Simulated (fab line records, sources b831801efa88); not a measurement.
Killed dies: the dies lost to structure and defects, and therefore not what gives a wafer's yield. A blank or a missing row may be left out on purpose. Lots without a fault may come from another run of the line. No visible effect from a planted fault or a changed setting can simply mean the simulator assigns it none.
Split-lot trial | flow sky130 | 23 wafers read from 5 lots, route of 708 steps

THE SPLIT ITSELF
At SKY_METAL2_SPUTTER_01 (material TiN, target thk 20 nm, time 16.7 s), the setting power w was moved away from the recipe's 6500 W on 12 of the 23 wafers read, by -10.3% to +10.8%. The other wafers ran this setting at the recipe's value.

The reading comes from the split's own step.

THE READING
TiN_of_METAL2_SPUTTER_01.thk nm (the simulator's own value, which no gauge read), in nm, at SKY_METAL2_SPUTTER_01 (material TiN, target thk 20 nm, time 16.7 s). The file gives no usual value for it. Here, 11 wafers ran the recipe; their average is 19.99 nm with a standard deviation of 0.2 nm.

wafer  | tool, chamber at the split | power w as run, W | against the recipe | TiN_of_METAL2_SPUTTER_01.thk nm, nm | against lot-mates on the recipe
L075.1 | pvd sputter-03, -          | 7137              | +9.8%              | 21.82                               | +1.73
L075.2 | pvd sputter-03, -          | 6500              | recipe             | 19.98                               | -
L075.3 | pvd sputter-03, -          | 7137              | +9.8%              | 21.77                               | +1.68
L075.4 | pvd sputter-03, -          | 7137              | +9.8%              | 21.7                                | +1.61
L075.6 | pvd sputter-03, -          | 6500              | recipe             | 20.2                                | -
L078.1 | pvd sputter-01, -          | 7136              | +9.8%              | 21.81                               | +2.00
L078.3 | pvd sputter-01, -          | 6500              | recipe             | 19.71                               | -
L078.4 | pvd sputter-01, -          | 6500              | recipe             | 19.9                                | -
L078.5 | pvd sputter-01, -          | 7136              | +9.8%              | 22                                  | +2.20
L078.6 | pvd sputter-01, -          | 7136              | +9.8%              | 21.58                               | +1.77
L079.1 | pvd sputter-02, -          | 7203              | +10.8%             | 22.07                               | +2.00
L079.2 | pvd sputter-02, -          | 6500              | recipe             | 19.84                               | -
L079.3 | pvd sputter-02, -          | 7203              | +10.8%             | 22.03                               | +1.96
L079.4 | pvd sputter-02, -          | 6500              | recipe             | 20.3                                | -
L079.5 | pvd sputter-02, -          | 7203              | +10.8%             | 21.87                               | +1.80
L080.1 | pvd sputter-03, -          | 6500              | recipe             | 20.11                               | -
L080.4 | pvd sputter-03, -          | 6500              | recipe             | 19.69                               | -
L080.5 | pvd sputter-03, -          | 6500              | recipe             | 20.24                               | -
L081.1 | pvd sputter-02, -          | 6500              | recipe             | 19.88                               | -
L081.2 | pvd sputter-02, -          | 6500              | recipe             | 19.99                               | -
L081.4 | pvd sputter-02, -          | 5829              | -10.3%             | 18.26                               | -1.67
L081.5 | pvd sputter-02, -          | 5829              | -10.3%             | 18.13                               | -1.80
L081.6 | pvd sputter-02, -          | 5829              | -10.3%             | 17.93                               | -2.00

THE FIT
A straight line over all 23 wafers: TiN_of_METAL2_SPUTTER_01.thk nm changes by +0.183 nm for each +1% of power w; r = +0.99; the points scatter about the line by 0.17 nm.
The same after taking each lot's own level away (the mean of its wafers on the recipe; 23 wafers): +0.181 nm for each +1%; r = +0.99; scatter 0.18 nm.
Per that fit: largest power w move, reading shift of 2 nm.
The span of the lots' own levels, 19.805 to 20.090 nm, comes to 1.4 times the standard deviation stated above.
The two slopes are in agreement: the lot-to-lot level therefore moves the slope only a little.
Check: +1.97 nm against its lot-mates is what the line predicts for one of the wafers moved furthest among these (+10.8%) when that wafer is left out of the fit. Against them it came out at +2 nm.

THESE WAFERS: OTHER SPLITS
Other splits were also applied to these wafers ahead of the reading. Each is held against what the fit with the lots' levels taken away leaves over:
other split on the same wafers     | wafers away from the commonest value | r with TiN_of_METAL2_SPUTTER_01.thk nm (lot level and that fit taken away)
SKY_CONTACT_SPUTTER_23 power w     | 11                                   | +0.14
SKY_METAL1_COAT_10 spin rpm        | 12                                   | +0.06
SKY_METAL1_DEVELOP_14 dev temp c   | 9                                    | -0.11
SKY_VIA1_CMP_02 leave above ref nm | 7                                    | +0.35
SKY_VIA1_COAT_07 spin rpm          | 9                                    | +0.10
SKY_VIA1_SPUTTER_20 time s         | 7                                    | -0.01

THE FILE'S OWN FIT
TiN_of_METAL2_SPUTTER_01.thk nm changes by +0.182 nm for each +1% of power w, r = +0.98.
